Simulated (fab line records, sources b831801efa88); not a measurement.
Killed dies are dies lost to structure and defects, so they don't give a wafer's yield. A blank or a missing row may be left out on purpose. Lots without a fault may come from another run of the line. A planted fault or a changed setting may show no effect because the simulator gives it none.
Which tool did it? | flow sky130 | 6 lots, 18 wafers sampled, at 2 steps of a route of 708

WHAT THE GAUGES READ, wafer by wafer
SKY_POLY_GATE_CD_MEAS_22.
lot  | measured     | on        | cd_nm (nm)
L621 | day 17 06:10 | cd_sem-01 | 151 144 144
L627 | day 19 14:32 | cd_sem-02 | 150 150 153
L629 | day 20 04:49 | cd_sem-01 | 153 153 153
L636 | day 23 06:46 | cd_sem-01 | 144 152 150
L640 | day 25 10:53 | cd_sem-01 | 150 148 148
L641 | day 25 10:46 | cd_sem-02 | 147 153 151

WHICH TOOL RAN EACH LOT (tool, then ch and the chambers of the sampled wafers, then the start)
lot  | SKY_NWELL_STRIP_25
L621 | plasma_asher-03 ch 0,1, day 5 20:47
L627 | plasma_asher-02 ch 0,1, day 7 10:09
L629 | plasma_asher-02 ch 1, day 7 20:33
L636 | plasma_asher-02 ch 0,1, day 10 04:11
L640 | plasma_asher-02 ch 0,1, day 11 16:02
L641 | plasma_asher-03 ch 0,1, day 11 16:54
- SKY_NWELL_STRIP_25: strips in O2/N2.

THE ANSWER, worked out from the rows above alone
Rule: what is usual is taken from the lots themselves. Put in order of their means at a reading, lots are off if they are a third of the lots or fewer, leave a main group of 4 or more, and stand apart from it by a gap of 3 or more times the standard deviation of the main group's means; of several such gaps the widest counts. A main group whose means are all the same, to the digits that the tables above print for the reading, isn't used. A lot without any number at a reading at which 4 lots or more have one is off too. The other lots that the step has rows for count as sound.
No lot is off at any reading shown: from this, nothing can be told.

WHAT THE SIMULATOR HAD PUT IN
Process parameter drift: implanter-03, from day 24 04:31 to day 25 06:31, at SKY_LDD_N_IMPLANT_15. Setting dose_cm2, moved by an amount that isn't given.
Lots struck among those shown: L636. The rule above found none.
